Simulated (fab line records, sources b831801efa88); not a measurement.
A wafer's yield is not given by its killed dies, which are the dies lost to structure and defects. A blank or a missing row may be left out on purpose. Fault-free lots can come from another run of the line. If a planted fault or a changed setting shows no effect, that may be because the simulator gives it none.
Code-filled problem report in 8D (eight disciplines) form + flow gf180mcu + the parts of the form that need people (team, actions taken, sign-off) are left out

== 1. PROBLEM STATEMENT ==
At GF_POLY_GATE_ETCH_13, oes-product-au averages 0.826 a.u. over 3 wafers from 2 lots, while fault-free wafers read 0.994 a.u., standard deviation 0.0063. Relative to the usual mean, that is a shift of -27 standard deviations.
The step: etches poly-Si in HBr/Cl2, stops on SiO2, target depth 198.5 nm, time 69.6 s.
Earliest sighting: wafer L987.3 on rie-si-01 at day 12 02:16. At this step, 42 wafers from 14 lots have a number in the record. The rule behind "out" and "out of limits": a value lying over 4 standard deviations away from the usual mean. The other wafers with a number count as sound.

== 2. WHAT IT IS, AND WHAT IT ISN'T ==
| question                    | is                     | is not                                                                                                   |
|-----------------------------|------------------------|----------------------------------------------------------------------------------------------------------|
| which readings at this step | oes-product-au         | chamber-pressure-mTorr, drypump-motor-current-A, he-backside-leak-sccm, throttle-valve-pct               |
| which lots                  | L987, L990             | L100, L977, L978, L979, L980, L981, L982, L988, L989, L993, L998, L999                                   |
| which wafers of those lots  | L987.3, L990.3, L990.6 | L987.1, L987.4, L990.4                                                                                   |
| read on which tools         | rie-si-01              | rie-si-02                                                                                                |
| when                        | from day 12 02:16      | up to then (20 sound wafers); but 19 sound wafers of L100, L988, L989, L990, L993, L998, L999 came after |

== 3. WHAT RULES OUT EACH SUSPECT ==
Counting: any tool at a process step up to the reading remains a suspect provided it ran every lot that is out. Sound lots after the first of them don't rule it out here, since some wafers of a struck lot are sound.
- rie-si-01 at GF_POLY_GATE_ETCH_13 (etches poly-Si in HBr/Cl2, stops on SiO2, target depth 198.5 nm, time 69.6 s): kept. It ran every lot that is out, first L987 (day 12 02:16); its last sound lot up to then is L981 (day 10 10:14). On those wafers its own readings are out: oes-product-au.
- Within rie-si-01 at GF_POLY_GATE_ETCH_13: the wafers that are out ran in chamber 2; their sound lot-mates ran in chambers 0, 3.
Remaining after the count: rie-si-01 at GF_POLY_GATE_ETCH_13.

== 4. THE CAUSE (what the simulator had put in) ==
rie-si-01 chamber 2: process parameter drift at GF_POLY_GATE_ETCH_13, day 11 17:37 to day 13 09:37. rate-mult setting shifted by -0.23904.
Counting left only this tool.

== 5. SEQUENCE OF EFFECTS, ordered by route ==
Each row: a reading whose mean over the struck wafers that have a number lies more than 3 standard deviations from the usual. Readings are gone through only where the record gives a usual standard deviation; hours: the median, over the lots, of the time from a lot's start at the first step in this table giving one to that lot's start at this step; sigmas: the change measured in usual standard deviations.
| hours | step                 | reading        | usual      | on struck wafers | change | sigmas |
|-------|----------------------|----------------|------------|------------------|--------|--------|
| 0     | GF_POLY_GATE_ETCH_13 | oes-product-au | 0.994 a.u. | 0.826            | -0.168 | -27    |
The process steps in it:
- GF_POLY_GATE_ETCH_13: etches poly-Si in HBr/Cl2, stops on SiO2, target depth 198.5 nm, time 69.6 s.
Later steps that measure or inspect, where all struck wafers having a row at the step show a number for every such reading and not one has moved that far: GF_HV_LDD_OVL_MEAS_08.

== 6. WHAT WOULD HAVE CAUGHT IT SOONER ==
In this record the first reading out of limits was taken at day 12 02:16, 9 hours after the fault began at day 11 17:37.
